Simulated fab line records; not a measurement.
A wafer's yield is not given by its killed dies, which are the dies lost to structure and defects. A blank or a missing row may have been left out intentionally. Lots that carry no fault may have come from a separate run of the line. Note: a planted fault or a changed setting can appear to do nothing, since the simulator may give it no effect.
fab line records / flow sky130
record lots=7 wafers=21 lastDay=48
route steps=708 shown LDD_N@247 LDD_P@255 PAD_OPEN@708
lots that met no fault: from a run of the same line without faults
startH: start of the lot's first displayed wafer, in hours after the record's first day / waitH: hours elapsed since this lot's preceding step / " same as the row above / L1.1+2: a single row standing in for several wafers / - value missing, or start not given / * or withheld: withheld / < > ~ a bound
route shown NAME@n: a module of which the file shows steps, and the number in the route of the first / usual: mean/standard deviation taken from wafers without a fault / same: alike in all rows / chamber/n: place in a boat / sites: the reading at each site / _std_site: their standard deviation / _edge_site: outer sites' mean less inner sites' / radiusMm: for every site, how far away it sits from the centre of the wafer / mask NAME#n: copy n / behind: the tool/chamber that last shaped the wafer / hold: reason for holding the lot/hours on hold/outcome of the hold / device: names the non-switching transistor (n, p or np) / end of line: tests run on the same wafers once the route is complete / a step given without rows: its recipe and nothing more / killed: dies that structure and defects cost at the first sort, which is not the same as the wafer's yield / map: a wafer's dies, marking killed ones x, the rest . and places with no die _
set.NAME: the setting that was run; set.NAME@STEP: the one run at that earlier step / model.NAME: the simulator's own value behind a step, which no gauge read
lots seen at some steps along the route; tables by step, rows by wafer
services: the hour from which a tool's chamber was out of use, counted from the record's first day as startH (under 0 if before that day), plus the number of hours and why
## steps
# step SKY_LDD_N_IMPLANT_10
# recipe species=As energyKev=20 doseCm2=7.5e+13 tiltDeg=withheld rotationDeg=203
# step SKY_LDD_N_IMPLANT_11
# recipe species=As energyKev=20 doseCm2=7.5e+13 tiltDeg=withheld rotationDeg=293
# step SKY_LDD_N_IMPLANT_12
# recipe species=BF2 energyKev=50 doseCm2=5e+12 tiltDeg=30 rotationDeg=0
# step SKY_LDD_N_IMPLANT_13
# recipe species=BF2 energyKev=50 doseCm2=5e+12 tiltDeg=30 rotationDeg=90
# step SKY_LDD_N_IMPLANT_14
# recipe species=BF2 energyKev=50 doseCm2=5e+12 tiltDeg=30 rotationDeg=180
# step SKY_LDD_N_IMPLANT_15
# recipe species=BF2 energyKev=50 doseCm2=5e+12 tiltDeg=30 rotationDeg=270
# step SKY_LDD_N_STRIP_16
# recipe chemistry=O2/N2 powerW=1400 pressureMtorr=1500 platenTempC=withheld o2FlowSccm=3000 n2FlowSccm=300 overashFraction=0.5
# usual drypumpMotorCurrentA=5.88/0.25 oesProductAu=0.406/0.0047 stripTimeToEndpointS=4.316/0.016
lot.wafer=L359.1 tool=plasmaAsher-04 chamber=1 startH=410.38 waitH=0.1 drypumpMotorCurrentA=6.08 oesProductAu=0.407 rfHoursCounterH=57 stripTimeToEndpointS=4.315
lot.wafer=L359.3 tool=plasmaAsher-04 chamber=1 startH=410.38 waitH=0.1 drypumpMotorCurrentA=6.09 oesProductAu=0.405 rfHoursCounterH=- stripTimeToEndpointS=4.338
lot.wafer=L359.5 tool=plasmaAsher-04 chamber=0 startH=410.38 waitH=0.1 drypumpMotorCurrentA=6.18 oesProductAu=0.409 rfHoursCounterH=- stripTimeToEndpointS=4.363
lot.wafer=L360.1 tool=plasmaAsher-02 chamber=1 startH=416.37 waitH=0.1 drypumpMotorCurrentA=5.69 oesProductAu=0.399 rfHoursCounterH=75 stripTimeToEndpointS=4.328
lot.wafer=L360.4 tool=plasmaAsher-02 chamber=0 startH=416.37 waitH=0.1 drypumpMotorCurrentA=6.05 oesProductAu=0.404 rfHoursCounterH=- stripTimeToEndpointS=4.301
lot.wafer=L360.6 tool=plasmaAsher-02 chamber=0 startH=416.37 waitH=0.1 drypumpMotorCurrentA=6.07 oesProductAu=0.410 rfHoursCounterH=- stripTimeToEndpointS=4.316
lot.wafer=L364.2 tool=plasmaAsher-02 chamber=0 startH=451.92 waitH=0.1 drypumpMotorCurrentA=6.06 oesProductAu=0.400 rfHoursCounterH=80 stripTimeToEndpointS=4.298
lot.wafer=L364.3 tool=plasmaAsher-02 chamber=0 startH=451.92 waitH=0.1 drypumpMotorCurrentA=6.08 oesProductAu=0.398 rfHoursCounterH=- stripTimeToEndpointS=4.307
lot.wafer=L364.6 tool=plasmaAsher-02 chamber=1 startH=451.92 waitH=0.1 drypumpMotorCurrentA=5.67 oesProductAu=0.402 rfHoursCounterH=- stripTimeToEndpointS=4.307
lot.wafer=L365.1 tool=plasmaAsher-04 chamber=0 startH=466.48 waitH=0.1 drypumpMotorCurrentA=6.20 oesProductAu=0.405 rfHoursCounterH=63 stripTimeToEndpointS=4.339
lot.wafer=L365.2 tool=plasmaAsher-04 chamber=1 startH=466.48 waitH=0.1 drypumpMotorCurrentA=6.09 oesProductAu=0.406 rfHoursCounterH=63 stripTimeToEndpointS=4.319
lot.wafer=L365.4 tool=plasmaAsher-04 chamber=1 startH=466.48 waitH=0.1 drypumpMotorCurrentA=6.09 oesProductAu=0.410 rfHoursCounterH=- stripTimeToEndpointS=4.343
lot.wafer=L368.1 tool=plasmaAsher-03 chamber=0 startH=494.38 waitH=0.1 drypumpMotorCurrentA=5.55 oesProductAu=0.411 rfHoursCounterH=39 stripTimeToEndpointS=4.304
lot.wafer=L368.2 tool=plasmaAsher-03 chamber=1 startH=494.38 waitH=0.1 drypumpMotorCurrentA=5.61 oesProductAu=0.400 rfHoursCounterH=39 stripTimeToEndpointS=4.300
lot.wafer=L368.6 tool=plasmaAsher-03 chamber=0 startH=494.38 waitH=0.1 drypumpMotorCurrentA=5.54 oesProductAu=0.413 rfHoursCounterH=- stripTimeToEndpointS=4.303
lot.wafer=L371.1 tool=plasmaAsher-03 chamber=0 startH=516.91 waitH=0.1 drypumpMotorCurrentA=5.54 oesProductAu=0.397 rfHoursCounterH=41 stripTimeToEndpointS=4.337
lot.wafer=L371.3 tool=plasmaAsher-03 chamber=1 startH=516.91 waitH=0.1 drypumpMotorCurrentA=5.60 oesProductAu=0.401 rfHoursCounterH=- stripTimeToEndpointS=4.310
lot.wafer=L371.5 tool=plasmaAsher-03 chamber=0 startH=516.91 waitH=0.1 drypumpMotorCurrentA=5.47 oesProductAu=0.414 rfHoursCounterH=- stripTimeToEndpointS=4.328
lot.wafer=L372.1 tool=plasmaAsher-04 chamber=0 startH=527.21 waitH=0.1 drypumpMotorCurrentA=6.22 oesProductAu=0.405 rfHoursCounterH=69 stripTimeToEndpointS=4.300
lot.wafer=L372.2 tool=plasmaAsher-04 chamber=1 startH=527.21 waitH=0.1 drypumpMotorCurrentA=6.07 oesProductAu=0.409 rfHoursCounterH=69 stripTimeToEndpointS=4.321
lot.wafer=L372.5 tool=plasmaAsher-04 chamber=1 startH=527.21 waitH=0.1 drypumpMotorCurrentA=6.08 oesProductAu=0.404 rfHoursCounterH=- stripTimeToEndpointS=4.313
# step SKY_LDD_N_TW_MEAS_17
# usual LDD_N_TW=2592/30
lot.wafer=L359.1 tool=filmMetro-03 chamber=- startH=410.48 waitH=0.1 LDD_N_TW=2608
lot.wafer=L359.3 tool=filmMetro-03 chamber=- startH=410.48 waitH=0.1 LDD_N_TW=2586
lot.wafer=L359.5 tool=filmMetro-03 chamber=- startH=410.48 waitH=0.1 LDD_N_TW=2604
lot.wafer=L360.1 tool=filmMetro-01 chamber=- startH=416.47 waitH=0.1 LDD_N_TW=2548
lot.wafer=L360.4 tool=filmMetro-01 chamber=- startH=416.47 waitH=0.1 LDD_N_TW=2547
lot.wafer=L360.6 tool=filmMetro-01 chamber=- startH=416.47 waitH=0.1 LDD_N_TW=2532
lot.wafer=L364.2 tool=filmMetro-02 chamber=- startH=452.03 waitH=0.1 LDD_N_TW=2617
lot.wafer=L364.3 tool=filmMetro-02 chamber=- startH=452.03 waitH=0.1 LDD_N_TW=2607
lot.wafer=L364.6 tool=filmMetro-02 chamber=- startH=452.03 waitH=0.1 LDD_N_TW=2624
lot.wafer=L365.1 tool=filmMetro-02 chamber=- startH=466.58 waitH=0.1 LDD_N_TW=2635
lot.wafer=L365.2 tool=filmMetro-02 chamber=- startH=466.58 waitH=0.1 LDD_N_TW=2629
lot.wafer=L365.4 tool=filmMetro-02 chamber=- startH=466.58 waitH=0.1 LDD_N_TW=2630
lot.wafer=L368.1 tool=filmMetro-02 chamber=- startH=494.49 waitH=0.1 LDD_N_TW=2630
lot.wafer=L368.2 tool=filmMetro-02 chamber=- startH=494.49 waitH=0.1 LDD_N_TW=2625
lot.wafer=L368.6 tool=filmMetro-02 chamber=- startH=494.49 waitH=0.1 LDD_N_TW=2629
lot.wafer=L371.1 tool=filmMetro-02 chamber=- startH=517.01 waitH=0.1 LDD_N_TW=2614
lot.wafer=L371.3 tool=filmMetro-02 chamber=- startH=517.01 waitH=0.1 LDD_N_TW=2628
lot.wafer=L371.5 tool=filmMetro-02 chamber=- startH=517.01 waitH=0.1 LDD_N_TW=2606
lot.wafer=L372.1 tool=filmMetro-03 chamber=- startH=527.31 waitH=0.1 LDD_N_TW=2591
lot.wafer=L372.2 tool=filmMetro-03 chamber=- startH=527.31 waitH=0.1 LDD_N_TW=2585
lot.wafer=L372.5 tool=filmMetro-03 chamber=- startH=527.31 waitH=0.1 LDD_N_TW=2593
# step SKY_LDD_P_DEHYDRATE_00
# recipe tempC=200 timeS=60
# step SKY_LDD_P_HMDS_01
# recipe primeTimeS=60 primeTempC=120
# step SKY_LDD_P_COAT_02
# recipe resist=NOVOLAK spinRpm=3000 resistThkNm=1140
# step SKY_LDD_P_SOFTBAKE_03
# recipe tempC=90 timeS=60 resist=NOVOLAK
# step SKY_LDD_P_EXPOSE_04
# recipe maskId=PSDM na=0.6 sourceShape=conventional sigmaOuter=0.6 polarization=unpolarized targetCdNm=380 doseMj=138
# same na=0.6
lot.wafer=L359.1+3+5 tool=ilineStepper-02 chamber=0 startH=425.42 waitH=- mask=PSDM#0 model.LDD_P.overlayXNm=0.573
lot.wafer=L360.1+4+6 tool=ilineStepper-01 chamber=0 startH=431.60 waitH=- mask=PSDM#0 model.LDD_P.overlayXNm=0.9236
lot.wafer=L364.2+3+6 tool=ilineStepper-02 chamber=0 startH=467.74 waitH=- mask=PSDM#0 model.LDD_P.overlayXNm=2.057
lot.wafer=L365.1+2+4 tool=ilineStepper-02 chamber=0 startH=482.04 waitH=- mask=PSDM#0 model.LDD_P.overlayXNm=0.7454
lot.wafer=L368.1+2+6 tool=ilineStepper-02 chamber=0 startH=509.88 waitH=- mask=PSDM#0 model.LDD_P.overlayXNm=0.929
lot.wafer=L371.1+3+5 tool=ilineStepper-01 chamber=0 startH=532.38 waitH=- mask=PSDM#0 model.LDD_P.overlayXNm=-1.117
lot.wafer=L372.1+2+5 tool=ilineStepper-01 chamber=0 startH=542.60 waitH=- mask=PSDM#0 model.LDD_P.overlayXNm=1.159
# step SKY_LDD_P_PEB_05
# recipe tempC=withheld timeS=* resist=NOVOLAK
# step SKY_PAD_OPEN_PROBE_99
# usual killed_at_M0_to_M3=44/7.2 killed_at_M4_up=3.5/1.8 killedAtContacts=25/5.1 killedAtFrontEnd=14/4.4 killedAtOther=0.4/0.58 killedDies=87/9.1 killedOnRim=17/3.9 killedOpen=48/6.9 killedShort=38/6.3
# same grossDies=492 killedAtBackSide=0
lot.wafer=L359.1 tool=prober-01 chamber=- startH=1085.00 waitH=0.1 killed_at_M0_to_M3=39 killed_at_M4_up=4 killedAtContacts=23 killedAtFrontEnd=13 killedAtOther=1 killedDies=80 killedOnRim=16 killedOpen=47 killedShort=33
lot.wafer=L359.3 tool=prober-01 chamber=- startH=1085.10 waitH=0.2 killed_at_M0_to_M3=42 killed_at_M4_up=4 killedAtContacts=31 killedAtFrontEnd=9 killedAtOther=0 killedDies=86 killedOnRim=13 killedOpen=50 killedShort=36
lot.wafer=L359.5 tool=prober-01 chamber=- startH=1085.20 waitH=0.2 killed_at_M0_to_M3=41 killed_at_M4_up=7 killedAtContacts=24 killedAtFrontEnd=14 killedAtOther=0 killedDies=86 killedOnRim=14 killedOpen=46 killedShort=40
lot.wafer=L360.1 tool=prober-02 chamber=- startH=1086.98 waitH=0.1 killed_at_M0_to_M3=46 killed_at_M4_up=2 killedAtContacts=22 killedAtFrontEnd=14 killedAtOther=0 killedDies=84 killedOnRim=11 killedOpen=41 killedShort=43
lot.wafer=L360.4 tool=prober-02 chamber=- startH=1087.13 waitH=0.2 killed_at_M0_to_M3=45 killed_at_M4_up=2 killedAtContacts=18 killedAtFrontEnd=28 killedAtOther=0 killedDies=93 killedOnRim=14 killedOpen=47 killedShort=46
lot.wafer=L360.6 tool=prober-02 chamber=- startH=1087.23 waitH=0.2 killed_at_M0_to_M3=49 killed_at_M4_up=2 killedAtContacts=25 killedAtFrontEnd=20 killedAtOther=0 killedDies=96 killedOnRim=21 killedOpen=53 killedShort=43
lot.wafer=L364.2 tool=prober-02 chamber=- startH=1111.49 waitH=0.1 killed_at_M0_to_M3=50 killed_at_M4_up=3 killedAtContacts=28 killedAtFrontEnd=21 killedAtOther=0 killedDies=102 killedOnRim=19 killedOpen=56 killedShort=46
lot.wafer=L364.3 tool=prober-02 chamber=- startH=1111.54 waitH=0.2 killed_at_M0_to_M3=54 killed_at_M4_up=2 killedAtContacts=25 killedAtFrontEnd=10 killedAtOther=0 killedDies=91 killedOnRim=19 killedOpen=49 killedShort=42
lot.wafer=L364.6 tool=prober-02 chamber=- startH=1111.69 waitH=0.2 killed_at_M0_to_M3=51 killed_at_M4_up=3 killedAtContacts=22 killedAtFrontEnd=11 killedAtOther=1 killedDies=88 killedOnRim=20 killedOpen=47 killedShort=40
lot.wafer=L365.1 tool=prober-01 chamber=- startH=1118.31 waitH=0.1 killed_at_M0_to_M3=55 killed_at_M4_up=3 killedAtContacts=15 killedAtFrontEnd=14 killedAtOther=0 killedDies=87 killedOnRim=15 killedOpen=55 killedShort=32
lot.wafer=L365.2 tool=prober-01 chamber=- startH=1118.36 waitH=0.1 killed_at_M0_to_M3=47 killed_at_M4_up=4 killedAtContacts=17 killedAtFrontEnd=9 killedAtOther=0 killedDies=77 killedOnRim=12 killedOpen=39 killedShort=38
lot.wafer=L365.4 tool=prober-01 chamber=- startH=1118.46 waitH=0.2 killed_at_M0_to_M3=44 killed_at_M4_up=3 killedAtContacts=27 killedAtFrontEnd=11 killedAtOther=0 killedDies=85 killedOnRim=16 killedOpen=58 killedShort=27
lot.wafer=L368.1 tool=prober-02 chamber=- startH=1136.51 waitH=0.1 killed_at_M0_to_M3=53 killed_at_M4_up=2 killedAtContacts=24 killedAtFrontEnd=10 killedAtOther=0 killedDies=89 killedOnRim=17 killedOpen=48 killedShort=41
lot.wafer=L368.2 tool=prober-02 chamber=- startH=1136.56 waitH=0.1 killed_at_M0_to_M3=44 killed_at_M4_up=4 killedAtContacts=20 killedAtFrontEnd=14 killedAtOther=1 killedDies=83 killedOnRim=15 killedOpen=42 killedShort=41
lot.wafer=L368.6 tool=prober-02 chamber=- startH=1136.76 waitH=0.2 killed_at_M0_to_M3=34 killed_at_M4_up=5 killedAtContacts=25 killedAtFrontEnd=14 killedAtOther=0 killedDies=78 killedOnRim=15 killedOpen=36 killedShort=41
lot.wafer=L371.1 tool=prober-02 chamber=- startH=1150.80 waitH=0.1 killed_at_M0_to_M3=38 killed_at_M4_up=1 killedAtContacts=18 killedAtFrontEnd=12 killedAtOther=0 killedDies=69 killedOnRim=9 killedOpen=38 killedShort=31
lot.wafer=L371.3 tool=prober-02 chamber=- startH=1150.90 waitH=0.2 killed_at_M0_to_M3=45 killed_at_M4_up=3 killedAtContacts=20 killedAtFrontEnd=19 killedAtOther=0 killedDies=87 killedOnRim=12 killedOpen=55 killedShort=31
lot.wafer=L371.5 tool=prober-02 chamber=- startH=1151.00 waitH=0.2 killed_at_M0_to_M3=46 killed_at_M4_up=1 killedAtContacts=15 killedAtFrontEnd=12 killedAtOther=0 killedDies=74 killedOnRim=15 killedOpen=50 killedShort=24
lot.wafer=L372.1 tool=prober-01 chamber=- startH=1157.54 waitH=0.1 killed_at_M0_to_M3=47 killed_at_M4_up=4 killedAtContacts=22 killedAtFrontEnd=18 killedAtOther=0 killedDies=91 killedOnRim=20 killedOpen=51 killedShort=38
lot.wafer=L372.2 tool=prober-01 chamber=- startH=1157.59 waitH=0.1 killed_at_M0_to_M3=30 killed_at_M4_up=3 killedAtContacts=31 killedAtFrontEnd=12 killedAtOther=0 killedDies=76 killedOnRim=20 killedOpen=40 killedShort=35
lot.wafer=L372.5 tool=prober-01 chamber=- startH=1157.74 waitH=0.2 killed_at_M0_to_M3=35 killed_at_M4_up=3 killedAtContacts=30 killedAtFrontEnd=23 killedAtOther=0 killedDies=91 killedOnRim=25 killedOpen=54 killedShort=37
# killed by level:class
L359.1 CONTACT:geometricParticle:open=14 VIA1:geometricParticle:open=8 VIA3:geometricParticle:open=7 FIELD_ISO:geometricParticle:open=5 METAL2:geometricParticle:short=5 METAL1:geometricParticle:short=5 VIA1:geometricParticle:short=5 FIELD_ISO:geometricParticle:short=4
L359.3 LI_CONTACT:geometricParticle:open=14 VIA1:geometricParticle:open=13 METAL2:geometricParticle:short=10 CONTACT:geometricParticle:open=8 METAL3:geometricParticle:short=8 FIELD_ISO:geometricParticle:short=5 CONTACT:geometricParticle:short=5 VIA3:geometricParticle:open=4
L359.5 METAL1:geometricParticle:short=9 CONTACT:geometricParticle:open=9 VIA1:geometricParticle:open=9 LI_CONTACT:geometricParticle:open=8 CONTACT:geometricParticle:short=5 VIA3:geometricParticle:open=5 VIA1:geometricParticle:short=4 METAL2:geometricParticle:short=4
L360.1 VIA1:geometricParticle:open=11 CONTACT:geometricParticle:open=10 METAL1:geometricParticle:short=9 FIELD_ISO:geometricParticle:short=7 LI_CONTACT:geometricParticle:open=5 METAL3:geometricParticle:short=5 METAL2:geometricParticle:short=5 FIELD_ISO:geometricParticle:open=4
L360.4 VIA1:geometricParticle:open=11 FIELD_ISO:geometricParticle:short=7 POLY_GATE:geometricParticle:short=7 METAL2:geometricParticle:short=7 VIA3:geometricParticle:open=7 FIELD_ISO:geometricParticle:open=6 CONTACT:geometricParticle:open=6 METAL1:geometricParticle:short=5
L360.6 CONTACT:geometricParticle:open=10 VIA3:geometricParticle:open=9 VIA2:geometricParticle:open=8 METAL1:geometricParticle:short=7 VIA1:geometricParticle:open=7 METAL2:geometricParticle:short=6 LI_CONTACT:geometricParticle:open=6 FIELD_ISO:geometricParticle:short=5
L364.2 CONTACT:geometricParticle:open=11 VIA1:geometricParticle:open=10 FIELD_ISO:geometricParticle:open=9 VIA3:geometricParticle:open=7 POLY_GATE:geometricParticle:open=7 METAL2:geometricParticle:short=7 METAL1:geometricParticle:short=7 CONTACT:geometricParticle:short=6
L364.3 CONTACT:geometricParticle:open=9 METAL1:geometricParticle:short=9 LI_CONTACT:geometricParticle:open=8 VIA3:geometricParticle:open=8 VIA1:geometricParticle:open=8 VIA2:geometricParticle:open=6 FIELD_ISO:geometricParticle:short=5 CONTACT:geometricParticle:short=5
L364.6 VIA1:geometricParticle:open=14 CONTACT:geometricParticle:open=11 VIA1:geometricParticle:short=9 VIA2:geometricParticle:short=6 METAL1:geometricParticle:short=5 VIA3:geometricParticle:open=4 VIA2:geometricParticle:open=4 LI_CONTACT:geometricParticle:short=3
L365.1 VIA1:geometricParticle:open=13 VIA2:geometricParticle:open=9 VIA3:geometricParticle:open=7 CONTACT:geometricParticle:open=6 METAL1:geometricParticle:open=6 METAL2:geometricParticle:short=6 SPACER:geometricParticle:open=5 METAL1:geometricParticle:short=5
L365.2 VIA1:geometricParticle:open=15 METAL2:geometricParticle:short=8 METAL1:geometricParticle:short=6 LI_CONTACT:geometricParticle:open=5 VIA3:geometricParticle:open=5 CONTACT:geometricParticle:open=4 METAL4:geometricParticle:short=4 CONTACT:geometricParticle:short=3
L365.4 VIA1:geometricParticle:open=16 LI_CONTACT:geometricParticle:open=13 CONTACT:geometricParticle:open=8 VIA2:geometricParticle:open=8 METAL2:geometricParticle:short=7 FIELD_ISO:geometricParticle:open=5 LOCAL_INTERCONNECT:geometricParticle:short=5 VIA3:geometricParticle:open=4
L368.1 VIA1:geometricParticle:open=13 LI_CONTACT:geometricParticle:open=7 CONTACT:geometricParticle:open=7 VIA3:geometricParticle:open=6 VIA3:geometricParticle:short=6 LI_CONTACT:geometricParticle:short=5 VIA1:geometricParticle:short=5 METAL2:geometricParticle:short=5
L368.2 VIA1:geometricParticle:open=12 VIA1:geometricParticle:short=10 CONTACT:geometricParticle:open=8 VIA2:geometricParticle:open=6 LI_CONTACT:geometricParticle:open=5 VIA2:geometricParticle:short=5 FIELD_ISO:geometricParticle:open=4 POLY_GATE:geometricParticle:short=4
L368.6 LI_CONTACT:geometricParticle:open=8 VIA1:geometricParticle:open=8 CONTACT:geometricParticle:open=7 METAL3:geometricParticle:short=5 LI_CONTACT:geometricParticle:short=4 VIA2:geometricParticle:open=4 FIELD_ISO:geometricParticle:short=3 POLY_GATE:geometricParticle:open=3
L371.1 CONTACT:geometricParticle:open=10 METAL2:geometricParticle:short=7 VIA1:geometricParticle:open=7 FIELD_ISO:geometricParticle:short=5 LI_CONTACT:geometricParticle:open=5 VIA1:geometricParticle:short=5 FIELD_ISO:geometricParticle:open=4 METAL1:geometricParticle:short=4
L371.3 VIA1:geometricParticle:open=10 CONTACT:geometricParticle:open=10 VIA3:geometricParticle:open=9 FIELD_ISO:geometricParticle:short=7 VIA2:geometricParticle:open=7 METAL2:geometricParticle:short=6 FIELD_ISO:geometricParticle:open=5 LI_CONTACT:geometricParticle:open=4
L371.5 VIA1:geometricParticle:open=12 CONTACT:geometricParticle:open=8 VIA2:geometricParticle:open=6 LI_CONTACT:geometricParticle:open=5 VIA3:geometricParticle:short=5 POLY_GATE:geometricParticle:open=4 METAL1:geometricParticle:short=4 VIA2:geometricParticle:short=4
L372.1 VIA1:geometricParticle:open=13 CONTACT:geometricParticle:open=7 LI_CONTACT:geometricParticle:open=6 VIA2:geometricParticle:open=6 FIELD_ISO:geometricParticle:open=5 LOCAL_INTERCONNECT:geometricParticle:short=5 METAL3:geometricParticle:short=5 POLY_GATE:geometricParticle:open=4
L372.2 LOCAL_INTERCONNECT:geometricParticle:short=8 LI_CONTACT:geometricParticle:open=7 CONTACT:geometricParticle:open=7 CONTACT:geometricParticle:short=6 VIA1:geometricParticle:open=5 VIA2:geometricParticle:open=5 VIA3:geometricParticle:short=4 VIA3:geometricParticle:open=4
L372.5 VIA1:geometricParticle:open=12 CONTACT:geometricParticle:open=10 LI_CONTACT:geometricParticle:open=9 FIELD_ISO:geometricParticle:short=8 CONTACT:geometricParticle:short=7 VIA3:geometricParticle:open=7 FIELD_ISO:geometricParticle:open=5 METAL2:geometricParticle:short=4
## services
tool=ilineStepper-01 chamber=- startH=398.30 hours=2.7 kind=repair
tool=plasmaAsher-04 chamber=- startH=407.02 hours=2.8 kind=pm
tool=plasmaAsher-02 chamber=- startH=415.73 hours=0.4 kind=repair
tool=plasmaAsher-04 chamber=- startH=446.33 hours=1.2 kind=repair
tool=ilineStepper-02 chamber=0 startH=455.88 hours=- kind=calibration
tool=ilineStepper-01 chamber=0 startH=467.28 hours=- kind=calibration
tool=plasmaAsher-04 chamber=- startH=491.16 hours=0.8 kind=repair
tool=ilineStepper-02 chamber=- startH=523.40 hours=1.7 kind=pm
tool=plasmaAsher-04 chamber=- startH=524.79 hours=1.2 kind=repair
tool=ilineStepper-01 chamber=- startH=540.20 hours=1.7 kind=pm
## key
firstSign none at tools or gauges
modelEffect step=SKY_LDD_P_EXPOSE_04 value=LDD_P.overlayXNm without=-0.05513 struck=1.244
metAt SKY_LDD_P_EXPOSE_04
struckWafers L364.2,L364.3,L364.6,L365.1,L365.2,L365.4,L368.1,L368.2,L368.6
testerLeftOut L364,L365,L368
onsetBetween 425.42 467.74
fault kind=scannerMatchingOverlay tool=ilineStepper-02 chamber=- onsetH=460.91 steps=SKY_LDD_P_EXPOSE_04 offset=1.299
# testerLeftOut: of these lots the tester's yield and bins aren't shown, on N5 and GAA mostly nor the transistor test; their killed dies are dies lost to structure and defects alone, not to doping, threshold or leakage, so they don't give the yield
